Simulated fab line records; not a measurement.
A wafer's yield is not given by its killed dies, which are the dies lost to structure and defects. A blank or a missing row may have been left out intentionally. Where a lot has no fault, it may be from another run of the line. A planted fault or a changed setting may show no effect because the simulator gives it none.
One fault through the eyes of 2 desks :: flow sfqLine :: every desk sees just its own numbers, and what lay behind them comes last

METROLOGY DESK
Lot by lot, what the gauges showed, no matter which tool ran the lot: averages of those sampled wafers that carry a number. A lot is out of limits, marked OUT, if its mean lies more than 4 standard deviations from the usual mean; the brackets give that distance.
Columns: A = M7_OVL at SFQ_M7_OVL_MEAS_945, usual 2 nm; B = I7_BOW at SFQ_I7_BOW_MEAS_946, usual 10 um; C = I7_OVL at SFQ_I7_OVL_MEAS_947, usual -4 nm
lot: L668
first seen here: day 69 22:58
A: 4
B: 8
C: -3

lot: L669
first seen here: day 71 03:47
A: 5
B: 7
C: -7

lot: L670
first seen here: day 74 08:23
A: -2
B: 22
C: 93 (+23) OUT

lot: L671
first seen here: day 74 10:46
A: -3
B: 20
C: 88 (+21) OUT

lot: L672
first seen here: day 76 18:04
A: -3
B: 10
C: 84 (+20) OUT
This desk's finding: out of limits on L670, L671, L672; first on L670, day 75 10:58 (I7_OVL at SFQ_I7_OVL_MEAS_947). L668, L669: within limits.

TOOL OWNER'S DESK, krfScanner-01
The tool's own readings at SFQ_TRILAYER_I7_VIA_LITHO_EXPOSE_188 (exposes mask I7, target cd 1000 nm): means of the sampled wafers that have a number, for each lot that ran on this tool. A lot is out of limits, marked OUT, if its mean lies more than 4 standard deviations from the usual mean; the brackets give that distance.
Columns: A = focusOffsetNm at SFQ_TRILAYER_I7_VIA_LITHO_EXPOSE_188, usual 0.0 nm; B = reticleTempC at SFQ_TRILAYER_I7_VIA_LITHO_EXPOSE_188, usual 23.01 C
lot: L668
first seen here: day 72 15:27
A: -0.4
B: 22.96

lot: L669
first seen here: day 73 03:39
A: -0.3
B: 22.98

lot: L670
first seen here: day 75 09:39
A: 0.1
B: 23.06

lot: L671
first seen here: day 75 11:51
A: 0.7
B: 23.07

lot: L672
first seen here: day 77 10:39
A: 0.7
B: 23.08
This desk's verdict: no lot among the 5 shows anything out of limits.

ALL TOGETHER
L670, L671, L672 would have let the metrology desk raise an alarm at day 75 10:58.
Nothing out of limits was seen by the tool owner's desk.
On record at the tool owner's desk: L670, L671, L672, within its limits.
The lots listed all ran SFQ_TRILAYER_I7_VIA_LITHO_EXPOSE_188 on krfScanner-01.

WHAT THE SIMULATOR HAD INSERTED
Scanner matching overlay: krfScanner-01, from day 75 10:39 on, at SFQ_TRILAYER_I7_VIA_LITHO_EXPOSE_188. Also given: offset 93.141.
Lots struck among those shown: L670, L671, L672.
Delay in hours, fault start to first out-of-limits reading, per desk: metrology desk 0.
